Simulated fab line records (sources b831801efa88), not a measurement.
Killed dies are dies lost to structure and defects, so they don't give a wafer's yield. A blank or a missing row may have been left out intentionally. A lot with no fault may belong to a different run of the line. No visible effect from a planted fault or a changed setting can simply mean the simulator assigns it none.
What tool caused it? | flow gf180mcu | Sampling: 24 lots, 72 wafers, 5 of 602 route steps

== WHAT THE GAUGES SHOWED, per wafer ==
GF_M2_THK_MEAS_06: measures by xrf. Usual: for M2_ALCU_THK the level is 447 nm and the standard deviation is 5.3.
lot  | measured     | on            | M2_ALCU_THK (nm) | flag
L074 | day 18 03:50 | film metro-01 | 451 437 451      |
L075 | day 18 13:17 | film metro-01 | 451 439 450      |
L076 | day 18 14:10 | film metro-02 | 445 449 444      |
L077 | day 19 08:09 | film metro-01 | 455 447 448      |
L078 | day 20 00:57 | film metro-01 | 449 439 443      |
L079 | day 20 16:05 | film metro-04 | 451 454 452      |
L080 | day 20 16:28 | film metro-02 | 444 445 441      |
L083 | day 21 23:05 | film metro-04 | 452 455 443      |
L081 | day 22 00:10 | film metro-01 | 447 447 446      |
L082 | day 22 00:46 | film metro-01 | 448 447 439      |
L084 | day 22 19:25 | film metro-01 | 448 447 450      |
L085 | day 22 22:13 | film metro-04 | 454 455 452      |
L086 | day 22 22:28 | film metro-04 | 454 450 446      |
L088 | day 23 05:41 | film metro-04 | 439 442 449      |
L087 | day 23 07:38 | film metro-01 | 447 443 449      |
L091 | day 23 23:40 | film metro-04 | 443 443 443      |
L089 | day 24 04:46 | film metro-04 | 438 448 447      |
L090 | day 24 04:54 | film metro-01 | 447 444 453      |
L092 | day 24 12:14 | film metro-02 | 442 446 434      |
L093 | day 24 18:54 | film metro-01 | 457 449 457      |
L094 | day 24 20:19 | film metro-01 | 456 456 453      |
L095 | day 25 05:35 | film metro-04 | 443 438 447      |
L096 | day 25 12:34 | film metro-01 | 438 439 441      |
L097 | day 25 21:37 | film metro-04 | 444 451 444      |

GF_V4_RS_MEAS_24: the measuring method here is four-point-probe. Usual: for V4_W_RS the level is 0.328 ohm/sq and the standard deviation is 0.0037.
lot  | measured     | on            | V4_W_RS (ohm/sq)  | flag
L074 | day 24 08:13 | film metro-02 | 0.330 0.324 0.328 |
L075 | day 24 16:28 | film metro-03 | 0.323 0.329 0.328 |
L076 | day 24 19:13 | film metro-02 | 0.328 0.323 0.326 |
L077 | day 25 09:20 | film metro-02 | 0.331 0.331 0.340 |
L078 | day 26 00:50 | film metro-02 | 0.331 0.328 0.325 |
L079 | day 26 11:28 | film metro-03 | 0.328 0.327 0.331 |
L080 | day 26 11:41 | film metro-02 | 0.326 0.322 0.322 |
L083 | day 27 16:20 | film metro-02 | 0.333 0.329 0.327 |
L081 | day 27 17:05 | film metro-03 | 0.333 0.333 0.334 |
L082 | day 27 17:44 | film metro-03 | 0.329 0.329 0.331 |
L084 | day 28 07:24 | film metro-03 | 0.334 0.334 0.324 |
L085 | day 28 12:00 | film metro-01 | 0.328 0.324 0.327 |
L086 | day 28 12:29 | film metro-03 | 0.319 0.326 0.322 |
L088 | day 28 18:55 | film metro-02 | 0.326 0.331 0.328 |
L087 | day 28 19:17 | film metro-03 | 0.331 0.329 0.326 |
L091 | day 29 10:16 | film metro-03 | 0.326 0.328 0.323 |
L089 | day 29 13:18 | film metro-01 | 0.327 0.323 0.326 |
L090 | day 29 14:16 | film metro-01 | 0.332 0.331 0.329 |
L092 | day 29 19:28 | film metro-02 | 0.324 0.329 0.327 |
L093 | day 30 01:02 | film metro-03 | 0.329 0.327 0.326 |
L094 | day 30 03:45 | film metro-03 | 0.326 0.324 0.328 |
L095 | day 30 11:37 | film metro-03 | 0.328 0.325 0.331 |
L096 | day 30 16:25 | film metro-02 | 0.329 0.328 0.327 |
L097 | day 30 23:32 | film metro-02 | 0.333 0.333 0.334 |

== TOOL THAT RAN EACH LOT (tool first, then ch and the chambers of the sampled wafers, then the start) ==
lot  | GF_M3_SPUTTER_03             | GF_V3_ETCH_17                                 | GF_V4_ETCH_17
L074 | pvd sputter-02, day 20 06:15 | rie diel-02 ch 0,3, day 24 08:13 or earlier   | rie diel-01 ch 0,1,2, day 24 08:13 or earlier
L075 | pvd sputter-04, day 20 16:16 | rie diel-04 ch 0,2,3, day 24 16:28 or earlier | rie diel-01 ch 1,2,3, day 24 16:28 or earlier
L076 | pvd sputter-04, day 20 17:49 | rie diel-04 ch 1,3, day 24 19:13 or earlier   | rie diel-04 ch 0,1,3, day 24 19:13 or earlier
L077 | pvd sputter-01, day 21 10:41 | rie diel-04 ch 1,2,3, day 25 09:20 or earlier | rie diel-01 ch 2,3, day 25 09:20 or earlier
L078 | pvd sputter-04, day 22 03:33 | rie diel-04 ch 0,2, day 26 00:50 or earlier   | rie diel-02 ch 1,2,3, day 26 00:50 or earlier
L079 | pvd sputter-04, day 22 17:26 | rie diel-04 ch 0,1,3, day 26 11:28 or earlier | rie diel-01 ch 0,1,3, day 26 11:28 or earlier
L080 | pvd sputter-04, day 22 18:23 | rie diel-03 ch 1,2, day 26 11:41 or earlier   | rie diel-04 ch 0,1,2, day 26 11:41 or earlier
L083 | pvd sputter-04, day 23 23:45 | rie diel-03 ch 0,2,3, day 27 16:20 or earlier | rie diel-02 ch 1,2,3, day 27 16:20 or earlier
L081 | pvd sputter-02, day 24 00:45 | rie diel-02 ch 0,1,3, day 27 17:05 or earlier | rie diel-01 ch 1,2,3, day 27 17:05 or earlier
L082 | pvd sputter-04, day 24 01:37 | rie diel-03 ch 0,3, day 27 17:44 or earlier   | rie diel-04 ch 1,2,3, day 27 17:44 or earlier
L084 | pvd sputter-02, day 24 18:22 | rie diel-04 ch 0,2,3, day 28 07:24 or earlier | rie diel-01 ch 0,3, day 28 07:24 or earlier
L085 | pvd sputter-01, day 24 20:45 | rie diel-03 ch 0,1, day 28 12:00 or earlier   | rie diel-01 ch 1,3, day 28 12:00 or earlier
L086 | pvd sputter-02, day 24 21:19 | rie diel-02 ch 1,2, day 28 12:29 or earlier   | rie diel-04 ch 0,1,2, day 28 12:29 or earlier
L088 | pvd sputter-01, day 25 04:15 | rie diel-02 ch 1,2,3, day 28 18:55 or earlier | rie diel-04 ch 0,2, day 28 18:55 or earlier
L087 | pvd sputter-01, day 25 05:55 | rie diel-04 ch 2,3, day 28 19:17 or earlier   | rie diel-01 ch 1,3, day 28 19:17 or earlier
L091 | pvd sputter-01, day 25 21:36 | rie diel-04 ch 0,1,3, day 29 10:16 or earlier | rie diel-01 ch 0,1, day 29 10:16 or earlier
L089 | pvd sputter-02, day 26 02:03 | rie diel-02 ch 0,3, day 29 13:18 or earlier   | rie diel-02 ch 0,1, day 29 13:18 or earlier
L090 | pvd sputter-04, day 26 02:25 | rie diel-04 ch 0,1,3, day 29 14:16 or earlier | rie diel-02 ch 0,1, day 29 14:16 or earlier
L092 | pvd sputter-02, day 26 08:38 | rie diel-03 ch 1,2, day 29 19:28 or earlier   | rie diel-04 ch 0,1,2, day 29 19:28 or earlier
L093 | pvd sputter-01, day 26 15:49 | rie diel-02 ch 1,3, day 30 01:02 or earlier   | rie diel-02 ch 0,1,3, day 30 01:02 or earlier
L094 | pvd sputter-01, day 26 16:59 | rie diel-03 ch 1,2, day 30 03:45 or earlier   | rie diel-04 ch 0,1, day 30 03:45 or earlier
L095 | pvd sputter-01, day 27 01:49 | rie diel-03 ch 0,3, day 30 11:37 or earlier   | rie diel-02 ch 0,1,2, day 30 11:37 or earlier
L096 | pvd sputter-04, day 27 07:12 | rie diel-02 ch 1,2,3, day 30 16:25 or earlier | rie diel-04 ch 0,1,3, day 30 16:25 or earlier
L097 | pvd sputter-02, day 27 16:04 | rie diel-04 ch 1,3, day 30 23:32 or earlier   | rie diel-02 ch 0,1, day 30 23:32 or earlier
- GF_M3_SPUTTER_03: material Ti, target thk 10 nm, time 6.7 s.
- GF_V3_ETCH_17: etches SiO2 in C4F8/O2/Ar, stops on TiN, target depth 635 nm.
- GF_V4_ETCH_17: etches SiO2 in C4F8/O2/Ar, stops on TiN, target depth 630 nm.

== WHAT THE TOOLS THEMSELVES READ (means of the sampled wafers that have a number; where no wafer has one, the mark that the record gives instead) ==
GF_M3_SPUTTER_03. Usual: chamber pressure pa 0.2999 Pa, standard deviation 0.0006; throttle valve pct 29.9 %, standard deviation 1.1.
lot  | tool           | chamber pressure pa (Pa) | throttle valve pct (%) | flag
L074 | pvd sputter-02 | 0.2995                   | 28.7                   |
L075 | pvd sputter-04 | 0.3005                   | 29.6                   |
L076 | pvd sputter-04 | 0.2996                   | 29.3                   |
L077 | pvd sputter-01 | 0.2998                   | 31.5                   |
L078 | pvd sputter-04 | 0.3000                   | 29.5                   |
L079 | pvd sputter-04 | 0.2998                   | 29.6                   |
L080 | pvd sputter-04 | 0.3001                   | 29.4                   |
L083 | pvd sputter-04 | 0.3003                   | 29.6                   |
L081 | pvd sputter-02 | 0.2999                   | 28.5                   |
L082 | pvd sputter-04 | 0.2999                   | 29.1                   |
L084 | pvd sputter-02 | 0.3000                   | 30.0                   |
L085 | pvd sputter-01 | 0.2997                   | 31.1                   |
L086 | pvd sputter-02 | 0.3007                   | 30.3                   |
L088 | pvd sputter-01 | 0.2995                   | 30.9                   |
L087 | pvd sputter-01 | 0.2997                   | 30.4                   |
L091 | pvd sputter-01 | 0.2999                   | 30.2                   |
L089 | pvd sputter-02 | 0.3008                   | 29.6                   |
L090 | pvd sputter-04 | 0.2997                   | 29.5                   |
L092 | pvd sputter-02 | 0.2999                   | 30.4                   |
L093 | pvd sputter-01 | 0.3002                   | 30.7                   |
L094 | pvd sputter-01 | 0.2998                   | 31.3                   |
L095 | pvd sputter-01 | 0.2999                   | 31.3                   |
L096 | pvd sputter-04 | 0.2996                   | 29.4                   |
L097 | pvd sputter-02 | 0.3003                   | 29.9                   |

GF_V3_ETCH_17. Usual: 0.856 a.u. for oes product au, sd 0.0045.
lot  | tool        | oes product au (a.u.) | flag
L074 | rie diel-02 | 0.855                 |
L075 | rie diel-04 | 0.852                 |
L076 | rie diel-04 | 0.852                 |
L077 | rie diel-04 | 0.861                 |
L078 | rie diel-04 | 0.857                 |
L079 | rie diel-04 | 0.859                 |
L080 | rie diel-03 | 0.855                 |
L083 | rie diel-03 | 0.856                 |
L081 | rie diel-02 | 0.860                 |
L082 | rie diel-03 | 0.853                 |
L084 | rie diel-04 | 0.856                 |
L085 | rie diel-03 | 0.857                 |
L086 | rie diel-02 | 0.857                 |
L088 | rie diel-02 | 0.861                 |
L087 | rie diel-04 | 0.854                 |
L091 | rie diel-04 | 0.858                 |
L089 | rie diel-02 | 0.855                 |
L090 | rie diel-04 | 0.858                 |
L092 | rie diel-03 | 0.862                 |
L093 | rie diel-02 | 0.853                 |
L094 | rie diel-03 | 0.860                 |
L095 | rie diel-03 | 0.858                 |
L096 | rie diel-02 | 0.858                 |
L097 | rie diel-04 | 0.860                 |

GF_V4_ETCH_17. Usual: 0.856 a.u. for oes product au, sd 0.0047.
lot  | tool        | oes product au (a.u.) | flag
L074 | rie diel-01 | 0.855                 |
L075 | rie diel-01 | 0.856                 |
L076 | rie diel-04 | 0.854                 |
L077 | rie diel-01 | 0.854                 |
L078 | rie diel-02 | 0.855                 |
L079 | rie diel-01 | 0.854                 |
L080 | rie diel-04 | 0.857                 |
L083 | rie diel-02 | 0.857                 |
L081 | rie diel-01 | 0.854                 |
L082 | rie diel-04 | 0.855                 |
L084 | rie diel-01 | 0.858                 |
L085 | rie diel-01 | 0.859                 |
L086 | rie diel-04 | 0.853                 |
L088 | rie diel-04 | 0.856                 |
L087 | rie diel-01 | 0.860                 |
L091 | rie diel-01 | 0.858                 |
L089 | rie diel-02 | 0.861                 |
L090 | rie diel-02 | 0.856                 |
L092 | rie diel-04 | 0.859                 |
L093 | rie diel-02 | 0.856                 |
L094 | rie diel-04 | 0.859                 |
L095 | rie diel-02 | 0.854                 |
L096 | rie diel-04 | 0.857                 |
L097 | rie diel-02 | 0.861                 |

== THE ANSWER, worked out from the rows above alone ==
Rule: take the mean of a lot's wafers that have a number; if it is more than 3 standard deviations from the usual mean, the lot is off. Also off: a lot with no number at a reading for which 4 or more lots have one. Where the step has rows for the other lots, those lots are counted as sound. First the gauges in route order, then the tools' own readings, where a lot's mean is used as printed above. At the first step where some lot is off, the reading lying furthest off is the one used; lots without a number count as furthest.
Nothing can be told from this: no lot is off at any reading shown.

== WHAT THE SIMULATOR HAD INSERTED ==
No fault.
